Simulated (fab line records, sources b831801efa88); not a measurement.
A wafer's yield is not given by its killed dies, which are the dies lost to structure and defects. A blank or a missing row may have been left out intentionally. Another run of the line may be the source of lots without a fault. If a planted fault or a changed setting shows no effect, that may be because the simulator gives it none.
fab line records	flow sky130
[record] lots = 7	wafers = 21	lastDay = 50
route steps=708 shown METAL3@561 VIA3@573 PAD_OPEN@708
lots with no fault: from the same line, run without faults
startH: hours from the record's opening day to when the first of the lot's shown wafers began	waitH: hours elapsed since this lot's preceding step	" the same as in the row above	L1.1+2: one row covering several wafers at once	- value missing, or start not given	* or withheld: withheld	< > ~ a bound
route shown NAME@n: names a module that has steps shown in the file, with the first one's number in the route	usual: mean and standard deviation over wafers with no fault	same: alike in all rows	chamber/n: place in a boat	sites: readings site by site	_std_site: the values' standard deviation	_edge_site: the outer-site mean with the inner-site mean subtracted	radiusMm: how far each site lies from the wafer's centre	mask NAME#n: copy n	behind: the tool/chamber that last shaped the wafer	hold: reason for holding the lot/hours on hold/outcome of the hold	device: which transistor (n, p or np) failed to switch	end of line: tests of these same wafers at the route's end	step lacking rows: just its recipe	killed: dies lost to structure and defects at the first sort, not the wafer's yield	map: per-die view of a wafer (x killed, . not killed, _ where there is no die)
set.NAME: the run value of the setting; set.NAME@STEP: its run value at that earlier step	model.NAME: the simulator's own value behind a step, which no gauge read
lots seen at some steps along the route; tables by step, rows by wafer
services: a tool's chamber out of use, with start hour (startH, from the record's first day; less than 0 if before it), hours out, and reason
[[steps]]
[step SKY_METAL3_PEB_11]
[recipe] pebTempC = withheld	pebTimeS = withheld	resist = KrF-thick
[step SKY_METAL3_DEVELOP_12]
[recipe] developTimeS = 60	resist = KrF-thick	devTempC = 21
[step SKY_METAL3_CD_MEAS_13]
[recipe] targetCdNm = 300
[usual] cdNm = 300.3/1.6
lot.wafer	tool	chamber	startH	waitH	cdNm
L943.2	cdSem-01	-	906.61	-	301.1
L943.4	"	-	"	"	300.9
L943.5	"	-	"	"	302.0
L945.2	cdSem-01	-	912.96	-	300.7
L945.3	"	-	"	"	301.1
L945.4	"	-	"	"	300.5
L948.2	cdSem-02	-	953.86	-	298.8
L948.3	"	-	"	"	297.2
L948.6	"	-	"	"	297.6
L953.4	cdSem-02	-	976.15	-	299.7
L953.5	"	-	"	"	300.5
L953.6	"	-	"	"	299.8
L960.2	cdSem-02	-	1020.92	-	298.2
L960.3	"	-	"	"	298.3
L960.6	"	-	"	"	298.3
L963.4	cdSem-01	-	1036.50	-	299.1
L963.5	"	-	"	"	300.0
L963.6	"	-	"	"	299.8
L964.1	cdSem-01	-	1046.09	-	302.1
L964.4	"	-	"	"	299.7
L964.5	"	-	"	"	300.9
[step SKY_METAL3_OVL_MEAS_14]
[usual] METAL3_OVL = 5/6.1
lot.wafer	tool	chamber	startH	waitH	METAL3_OVL[nm]
L943.2	overlay-01	-	906.71	0.1	-3
L943.4	"	-	"	"	3
L943.5	"	-	"	"	5
L945.2	overlay-02	-	913.06	0.1	1
L945.3	"	-	"	"	-6
L945.4	"	-	"	"	5
L948.2	overlay-02	-	953.97	0.1	0
L948.3	"	-	"	"	-9
L948.6	"	-	"	"	-2
L953.4	overlay-02	-	976.22	0.1	7
L953.5	"	-	"	"	0
L953.6	"	-	"	"	4
L960.2	overlay-02	-	1021.03	0.1	5
L960.3	"	-	"	"	0
L960.6	"	-	"	"	10
L963.4	overlay-02	-	1036.58	0.1	10
L963.5	"	-	"	"	2
L963.6	"	-	"	"	1
L964.1	overlay-02	-	1046.21	0.1	12
L964.4	"	-	"	"	-8
L964.5	"	-	"	"	0
[step SKY_METAL3_DESCUM_15]
[recipe] chemistry = O2	sourcePowerW = 150	biasPowerW = 0	pressureMtorr = 10	tempC = 40	timeS = 8
[usual] drypumpMotorCurrentA = 5.6/0.56	oesProductAu = 0.997/0.0088	tempC = 40.03/0.11
lot.wafer	tool	chamber	startH	waitH	drypumpMotorCurrentA	oesProductAu	rfHoursCounterH	tempC
L943.2	rieMetal-03	0	906.74	0.0	5.6	1.002	6	40.04
L943.4	"	0	"	"	5.6	0.993	-	40.03
L943.5	"	1	"	"	4.7	0.982	-	40.10
L945.2	rieMetal-03	1	913.09	0.0	4.7	0.996	9	39.97
L945.3	"	0	"	"	5.6	0.991	-	40.15
L945.4	"	1	"	"	4.7	0.986	-	40.03
L948.2	rieMetal-03	1	954.00	0.0	4.7	1.002	10	40.05
L948.3	"	0	"	"	5.6	0.997	-	39.99
L948.6	"	1	"	"	4.7	0.993	-	40.14
L953.4	rieMetal-04	1	976.25	0.0	6.0	1.001	-	40.04
L953.5	"	1	"	"	6.0	1.005	-	39.80
L953.6	"	0	"	"	6.0	0.993	-	40.01
L960.2	rieMetal-03	0	1021.06	0.0	5.6	1.004	12	39.99
L960.3	"	1	"	"	4.7	0.993	-	40.11
L960.6	"	1	"	"	4.7	0.987	-	40.04
L963.4	rieMetal-04	0	1036.61	0.0	6.0	0.992	-	39.95
L963.5	"	1	"	"	6.0	1.015	-	40.00
L963.6	"	0	"	"	6.0	0.997	-	39.87
L964.1	rieMetal-03	0	1046.24	0.0	5.6	1.013	13	39.90
L964.4	"	0	"	"	5.6	1.003	-	39.83
L964.5	"	1	"	"	4.7	0.999	-	40.04
[step SKY_METAL3_ETCH_16]
[recipe] chemistry = N2/H2	target = BARC	ionEnergyEv = 200	biasW = 100	pressureMtorr = 30	n2FlowSccm = 100	h2FlowSccm = 200	icpW = 500	stopOn = SiO2	timeS = 88.2	targetDepthA = 600
[usual] drypumpMotorCurrentA = 5.6/0.55	n2FlowSccm = 100.02/0.29	oesProductAu = 0.626/0.0047	throttleValvePct = 13.205/0.01
lot.wafer	tool	chamber	startH	waitH	drypumpMotorCurrentA	n2FlowSccm	oesProductAu	rfHoursCounterH	throttleValvePct
L943.2	rieMetal-03	0	906.77	0.0	5.6	100.34	0.621	6	13.200
L943.4	"	0	"	"	5.6	100.41	0.627	-	13.210
L943.5	"	1	"	"	4.7	99.50	0.621	-	13.196
L945.2	rieMetal-03	1	913.12	0.0	4.7	99.87	0.631	9	13.198
L945.3	"	0	"	"	5.6	99.63	0.622	-	13.186
L945.4	"	1	"	"	4.7	99.88	0.633	-	13.215
L948.2	rieMetal-03	1	954.03	0.0	4.7	99.67	0.621	10	13.199
L948.3	"	0	"	"	5.6	99.93	0.624	-	13.209
L948.6	"	1	"	"	4.7	100.00	0.627	-	13.202
L953.4	rieMetal-04	1	976.31	0.0	6.0	100.11	0.626	-	13.213
L953.5	"	1	"	"	6.0	100.17	0.632	-	13.191
L953.6	"	0	"	"	6.0	100.01	0.622	-	13.195
L960.2	rieMetal-03	0	1021.09	0.0	5.6	99.91	0.630	12	13.196
L960.3	"	1	"	"	4.7	100.41	0.622	-	13.189
L960.6	"	1	"	"	4.7	100.98	0.623	-	13.203
L963.4	rieMetal-04	0	1036.66	0.0	6.0	99.56	0.626	-	13.212
L963.5	"	1	"	"	6.0	100.36	0.627	-	13.210
L963.6	"	0	"	"	6.0	100.08	0.622	-	13.219
L964.1	rieMetal-03	0	1046.28	0.0	5.6	99.94	0.620	13	13.197
L964.4	"	0	"	"	5.6	99.93	0.625	-	13.208
L964.5	"	1	"	"	4.7	99.81	0.627	-	13.210
[step SKY_METAL3_ETCH_17]
[recipe] target = SiO2	stopOn = TiN	chemistry = C4F8/O2/Ar	sourceW = 1500	biasW = 1200	pressureMtorr = 40	c4f8FlowSccm = withheld	O2_flow_sccm = 6	Ar_flow_sccm = 300	timeS = 3.9	targetDepthA = 150
[usual] oesProductAu = 0.756/0.006
lot.wafer	tool	chamber	startH	waitH	oesProductAu	rfHoursCounterH
L943.2	rieDiel-04	2	906.87	0.1	0.755	2
L943.4	"	3	"	"	0.762	4
L943.5	"	0	"	"	0.755	-
L945.2	rieDiel-02	1	913.22	0.1	0.752	6
L945.3	"	3	"	"	0.743	9
L945.4	"	0	"	"	0.755	19
L948.2	rieDiel-04	0	954.13	0.1	0.745	4
L948.3	"	2	"	"	0.754	4
L948.6	"	3	"	"	0.758	-
L953.4	rieDiel-04	0	976.37	0.0	0.751	5
L953.5	"	1	"	"	0.758	-
L953.6	"	2	"	"	0.760	-
L960.2	rieDiel-03	1	1021.19	0.1	0.754	30
L960.3	"	0	"	"	0.750	30
L960.6	"	1	"	"	0.753	-
L963.4	rieDiel-03	2	1036.73	0.0	0.764	19
L963.5	"	1	"	"	0.753	-
L963.6	"	2	"	"	0.766	-
L964.1	rieDiel-02	0	1046.37	0.1	0.749	22
L964.4	"	1	"	"	0.749	10
L964.5	"	2	"	"	0.754	-
[step SKY_METAL3_METAL_ETCH_18]
[recipe] targetDepthA = 8450	stopOn = SiO2	overEtchFrac = 0.3	timeS = 183.1	chemistry = Cl2/BCl3	resistSidewallDeg = 88	pressureMtorr = 10	icpW = 900	biasW = 48.5	Cl2_flow_sccm = 60	bcl3FlowSccm = 30
[usual] drypumpMotorCurrentA = 5.7/0.56	oesProductAu = 0.865/0.0058	throttleValvePct = 22.264/0.0086
lot.wafer	tool	chamber	startH	waitH	drypumpMotorCurrentA	oesProductAu	rfHoursCounterH	throttleValvePct
L943.2	rieMetal-01	0	906.89	0.0	6.4	0.865	9	22.266
L943.4	"	1	"	"	5.2	0.860	-	22.278
L943.5	"	0	"	"	6.4	0.870	-	22.264
L945.2	rieMetal-04	0	913.24	0.0	6.0	0.859	16	22.270
L945.3	"	1	"	"	6.0	0.865	-	22.265
L945.4	"	0	"	"	6.0	0.859	-	22.274
L948.2	rieMetal-04	0	954.15	0.0	6.0	0.866	18	22.265
L948.3	"	1	"	"	6.0	0.857	-	22.257
L948.6	"	1	"	"	6.0	0.861	-	22.257
L953.4	rieMetal-01	0	976.45	0.1	6.4	0.866	-	22.268
L953.5	"	1	"	"	5.2	0.863	-	22.258
L953.6	"	0	"	"	6.4	0.864	-	22.273
L960.2	rieMetal-04	1	1021.27	0.1	6.0	0.862	-	22.264
L960.3	"	1	"	"	6.0	0.866	-	22.255
L960.6	"	1	"	"	6.0	0.865	-	22.256
L963.4	rieMetal-03	1	1036.81	0.1	4.7	0.872	-	22.267
L963.5	"	0	"	"	5.6	0.871	-	22.263
L963.6	"	1	"	"	4.7	0.862	-	22.268
L964.1	rieMetal-04	0	1046.39	0.0	6.0	0.873	2	22.258
L964.4	"	0	"	"	6.0	0.875	-	22.266
L964.5	"	0	"	"	6.0	0.874	-	22.276
[step SKY_METAL3_STRIP_19]
[recipe] chemistry = O2/N2	powerW = 1400	pressureMtorr = 1500	platenTempC = withheld	o2FlowSccm = 3000	n2FlowSccm = 300	overashFraction = 0.5
[usual] drypumpMotorCurrentA = 6.0/0.42	n2FlowSccm = 300.1/0.8	oesProductAu = 0.503/0.0051	stripTimeToEndpointS = 6.56/0.061
[same] overashFraction = 0.5
lot.wafer	tool	chamber	startH	waitH	drypumpMotorCurrentA	n2FlowSccm	oesProductAu	rfHoursCounterH	stripTimeToEndpointS
L943.2	plasmaAsher-03	0	907.07	0.1	6.0	301.8	0.502	17	6.53
L943.4	"	1	"	"	6.0	298.9	0.507	-	6.51
L943.5	"	1	"	"	6.0	300.1	0.497	-	6.52
L945.2	plasmaAsher-03	1	913.42	0.1	6.0	298.3	0.506	18	6.55
L945.3	"	0	"	"	6.0	300.2	0.492	-	6.48
L945.4	"	1	"	"	6.0	299.6	0.502	-	6.61
L948.2	plasmaAsher-03	0	954.33	0.1	6.0	300.3	0.506	22	6.65
L948.3	"	0	"	"	6.0	300.0	0.495	-	6.42
L948.6	"	1	"	"	6.0	301.0	0.494	-	6.51
L953.4	plasmaAsher-01	1	976.60	0.1	6.6	300.3	0.506	-	6.52
L953.5	"	1	"	"	6.5	299.9	0.502	-	6.47
L953.6	"	0	"	"	5.7	301.1	0.500	-	6.53
L960.2	plasmaAsher-01	1	1021.56	0.2	6.6	300.0	0.497	90	6.48
L960.3	"	0	"	"	5.7	299.5	0.498	-	6.51
L960.6	"	1	"	"	6.5	300.3	0.498	-	6.52
L963.4	plasmaAsher-01	1	1036.96	0.1	6.5	301.5	0.503	-	6.60
L963.5	"	0	"	"	5.7	299.5	0.493	-	6.55
L963.6	"	1	"	"	6.5	301.1	0.501	-	6.57
L964.1	plasmaAsher-04	1	1046.57	0.1	5.1	299.8	0.499	122	6.66
L964.4	"	1	"	"	5.2	300.7	0.508	-	6.54
L964.5	"	1	"	"	5.1	300.4	0.506	-	6.65
[step SKY_METAL3_STRIP_20]
[recipe] chemistry = postEtchResidueRemover	timeS = 1200	tempC = 72.5
[step SKY_METAL3_CLEAN_21]
[recipe] chemistry = IPA	timeS = 180	tempC = 25
[step SKY_METAL3_CLEAN_22]
[recipe] chemistry = O3/DIW	dry = n2Spin
[step SKY_VIA3_HDPCVD_00]
[recipe] material = SiO2	targetThkNm = 1635	sigmaOpenFrac = 0.3	timeS = 272.5	tempC = 400	sih4FlowSccm = 60	pressureMtorr = 6
lot.wafer	tool	chamber	startH	waitH
L943.2+4+5	hdpcvd-01	1,0,1	907.66	0.0
L943.2+4+5	hdpcvd-01	1,0,1	908.00	0.3
L945.2+3+4	hdpcvd-01	0,1,1	914.01	0.0
L948.2+3+6	hdpcvd-01	1,0,2	954.92	0.0
L948.2+3+6	hdpcvd-01	1,0,2	955.26	0.3
L953.4+5+6	hdpcvd-02	0,1,0	977.25	0.1
L953.4+5+6	hdpcvd-02	0,1,0	977.67	0.3
L960.2+3+6	hdpcvd-02	2	1022.19	0.0
L963.4+5+6	hdpcvd-02	1,2,0	1037.66	0.1
L964.1+4+5	hdpcvd-02	0,1,2	1047.21	0.0
[step SKY_VIA3_THK_MEAS_01]
[recipe] reads = SiO2_of_VIA3_HDPCVD_00
[usual] VIA3_HDPCVD_THK = 1640/17
lot.wafer	tool	chamber	startH	waitH	VIA3_HDPCVD_THK[nm]
L943.2	filmMetro-01	-	908.25	0.2	3257
L943.4	"	-	"	"	3298
L943.5	"	-	"	"	3276
L943.2	filmMetro-01	-	908.55	0.3	3257
L943.4	"	-	"	"	3296
L943.5	"	-	"	"	3275
L945.2	filmMetro-04	-	914.19	0.1	1617
L945.3	"	-	"	"	1631
L945.4	"	-	"	"	1622
L948.2	filmMetro-04	-	955.44	0.1	3261
L948.3	"	-	"	"	3267
L948.6	"	-	"	"	3248
L948.2	filmMetro-04	-	955.66	0.2	3259
L948.3	"	-	"	"	3268
L948.6	"	-	"	"	3250
L953.4	filmMetro-02	-	977.87	0.1	3281
L953.5	"	-	"	"	3267
L953.6	"	-	"	"	3302
L953.4	filmMetro-02	-	978.10	0.2	3281
L953.5	"	-	"	"	3267
L953.6	"	-	"	"	3305
L960.2	filmMetro-04	-	1022.45	0.2	1677
L960.3	"	-	"	"	1677
L960.6	"	-	"	"	1688
L963.4	filmMetro-01	-	1037.77	0.0	1635
L963.5	"	-	"	"	1649
L963.6	"	-	"	"	1644
L964.1	filmMetro-01	-	1047.38	0.1	1643
L964.4	"	-	"	"	1652
L964.5	"	-	"	"	1664
[step SKY_PAD_OPEN_PROBE_99]
[usual] defectLimitedYield = 82.5/1.9	killed_at_M0_to_M3 = 44/6.4	killed_at_M4_up = 3.4/2.1	killedAtContacts = 23/5	killedAtFrontEnd = 15/4.5	killedAtOther = 0.3/0.54	killedDies = 86/9.5	killedOpen = 48/6.9	killedShort = 38/5.9	sort_bin_3_pad_short = 0.8/0.44	sort_bin_5_function = 10.5/1.6	sort_bin_6_memory = 6.1/1.1	sortNPass = 406/9.5	sortYieldPct = 82.5/1.9
[same] grossDies = 492	killedAtBackSide = 0	sort_bin_4_leakage[%] = 0	sort_bin_8_speed[%] = 0
lot.wafer	tool	chamber	startH	waitH	defectLimitedYield[%]	killed_at_M0_to_M3	killed_at_M4_up	killedAtContacts	killedAtFrontEnd	killedAtOther	killedDies	killedOpen	killedShort	sort_bin_3_pad_short[%]	sort_bin_5_function[%]	sort_bin_6_memory[%]	sortNPass	sortYieldPct[%]
L945.2	prober-01	-	1083.86	0.1	83.1	54	2	15	11	1	83	45	38	1.2	10.6	5.1	409	83.1
L945.3	prober-01	-	1083.91	0.2	82.5	46	2	22	16	0	86	43	43	1.0	10.0	6.5	406	82.5
L945.4	prober-01	-	1083.96	0.2	83.3	45	2	18	15	2	82	42	39	1.0	9.1	6.5	410	83.3
// killed by level:class
L945.2 VIA2:geometricParticle:open=9 VIA3:geometricParticle:open=8 VIA1:geometricParticle:open=7 METAL2:geometricParticle:short=7 METAL1:geometricParticle:short=6 LI_CONTACT:geometricParticle:short=5 VIA1:geometricParticle:short=5 CONTACT:geometricParticle:open=4
L945.3 VIA3:geometricParticle:open=11 LI_CONTACT:geometricParticle:short=7 VIA1:geometricParticle:open=7 METAL2:geometricParticle:short=6 VIA2:geometricParticle:open=6 FIELD_ISO:geometricParticle:short=5 POLY_GATE:geometricParticle:open=5 VIA1:geometricParticle:short=5
L945.4 VIA1:geometricParticle:open=10 LI_CONTACT:geometricParticle:open=9 VIA3:geometricParticle:open=7 VIA1:geometricParticle:short=6 METAL2:geometricParticle:short=5 LOCAL_INTERCONNECT:geometricParticle:short=5 METAL1:geometricParticle:short=5 FIELD_ISO:geometricParticle:short=4
[[services]]
tool	chamber	startH	hours	kind
rieDiel-02	-	894.71	2.8	pm
rieMetal-01	1	895.68	5.8	repair
rieMetal-01	-	897.61	0.5	repair
hdpcvd-01	-	901.71	1.6	repair
plasmaAsher-01	-	925.21	3.6	repair
hdpcvd-01	-	934.66	4.3	pm
rieDiel-03	1	938.79	5.1	repair
plasmaAsher-04	-	941.53	2.4	repair
rieMetal-01	-	942.45	2.6	repair
rieMetal-01	-	942.82	0.3	repair
plasmaAsher-01	-	945.77	7.7	repair
hdpcvd-02	-	950.25	15.0	pm
hdpcvd-02	0	950.25	15.0	ventCycle
hdpcvd-02	1	950.25	15.0	ventCycle
hdpcvd-02	2	971.21	23.7	repair
rieMetal-03	-	974.87	1.2	repair
plasmaAsher-04	-	976.68	2.8	pm
hdpcvd-01	1	986.50	9.4	repair
rieDiel-02	2	1002.32	1.3	repair
rieMetal-04	0	1014.67	-	clean
rieMetal-04	0	1014.67	14.9	scheduledDown
rieMetal-04	0	1014.67	14.9	ventCycle
hdpcvd-02	1	1016.32	6.1	repair
plasmaAsher-03	-	1044.69	4.3	pm
[[key]]
[firstSign] step = SKY_VIA3_HDPCVD_00	reading = visit	direction = added
[effect] step = SKY_VIA3_THK_MEAS_01	reading = visit	direction = added
[effect] step = SKY_VIA3_THK_MEAS_01	reading = VIA3_HDPCVD_THK	direction = up	sigmas = 96	usual = 1640	struck = 3273
metAt SKY_VIA3_HDPCVD_00
struckWafers L943.2,L943.4,L943.5,L948.2,L948.3,L948.6,L953.4,L953.5,L953.6
scrappedBehind SKY_VIA3_THK_MEAS_01 L943.2,L943.4,L943.5,L948.2,L948.3,L948.6,L953.4,L953.5,L953.6
[fault] kind = repeatedStepWhole	tool = hdpcvd-01,hdpcvd-02	chamber = -	onsetH = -	steps = SKY_VIA3_HDPCVD_00	times = 1	scope = struckLotsOnly
